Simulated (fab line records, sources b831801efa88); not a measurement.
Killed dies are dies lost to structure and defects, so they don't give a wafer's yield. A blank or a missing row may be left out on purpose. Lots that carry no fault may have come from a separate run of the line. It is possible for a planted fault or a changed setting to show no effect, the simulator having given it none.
A lot that was struck, set against a sound lot :: flow sfq line :: 13 out of 325 route steps
Sound: the wafers L845.1, L845.3, L845.5. Wafers L856.2, L856.3, L856.5 were the ones struck. The cause is given at the end.
Per side, at each step with rows, come the tool, then ch with its chambers, and then its first start. Under that, the readings that differ: sound wafers :: struck wafers :: difference of the means :: sigmas: that difference in standard deviations of wafers without a fault.
alike: readings whose means differ by less than 2 such deviations, and words and numbers that are the same on both sides. not compared: withheld readings, readings that some wafer has no value for, bounds like >300 that may hide the same value, and numbers for which the record gives no deviation and whose values overlap.
Wherever a step has rows on one side only, a row that says differs or no value, or a row with sigmas, the two part there. Non-overlapping numbers with no deviation appear without sigmas and do not part them. Lack of a reading on every wafer of one side parts them only where that side has two or more wafers.

SFQ_TRILAYER_C5_BARC_OPEN_VIA_ETCH_210: etches BARC in O2, target depth 125 nm, time 41.7 s.
  sound on rie diel-03 ch 1,2, day 68 05:30; struck on rie diel-04 ch 0,2, day 69 23:39
  alike: drypump motor current A, oes product au
  not compared: rf hours counter h
SFQ_TRILAYER_C5_ETCH_VIA_ETCH_154: etches SiO2 in CHF3, stops on Nb, target depth 84 nm.
  sound on rie diel-03 ch 1,2, day 68 05:32; struck on rie diel-04 ch 0,2, day 69 23:41
  alike: drypump motor current A, oes product au
SFQ_TRILAYER_C5_STRIP_STRIP_155: strips in O2.
  sound on rie metal-03 ch 0,1, day 68 05:35; struck on rie metal-04 ch 1, day 69 23:44
  alike: drypump motor current A, oes product au
  not compared: rf hours counter h
then, 2 steps without rows for these wafers: SFQ_TRILAYER_C5_STRIP_SOLV_CLEAN_156 (cleans in NMP, time 600 s); SFQ_TRILAYER_M6_DEP_PRE_CLEAN_158 (time 22.5 s).
SFQ_TRILAYER_M6_DEP_SPUTTER_157: material Nb, target thk 200 nm, time 133.3 s.
  sound on pvd sputter-04 at day 68 06:25; struck on pvd sputter-04 at day 70 00:32
  alike: throttle valve pct
SFQ_M6_RS_MEAS_938: uses a four-point probe to measure.
  sound on film metro-03 at day 68 06:30; struck on film metro-01 at day 70 00:39
  alike: M6_NB_RS
then, 4 steps without rows for these wafers: SFQ_TRILAYER_M6_LITHO_COAT_164 (resist thk 62 nm); SFQ_TRILAYER_M6_LITHO_COAT_159 (resist thk 600 nm); SFQ_TRILAYER_M6_LITHO_SOFTBAKE_163; SFQ_TRILAYER_M6_LITHO_EXPOSE_160 (exposes mask M6, target cd 500 nm).
SFQ_TRILAYER_M6_LITHO_PEB_162: peb time 60 s.
  struck on litho track-04, day 70 05:20; sound on litho track-01 ch 0, day 68 12:22
  no value came back on the struck wafers for chill plate temp C (C), exhaust pa (Pa); on the sound wafers chill plate temp C (C) reads 23.13 23.00 23.22
then, 1 step without rows for these wafers: SFQ_TRILAYER_M6_LITHO_DEVELOP_161 (time 60 s).

WHERE THEY PART
At SFQ_TRILAYER_M6_LITHO_PEB_162 and nowhere else, as far as this record goes.

WHY: whatever the simulator had introduced
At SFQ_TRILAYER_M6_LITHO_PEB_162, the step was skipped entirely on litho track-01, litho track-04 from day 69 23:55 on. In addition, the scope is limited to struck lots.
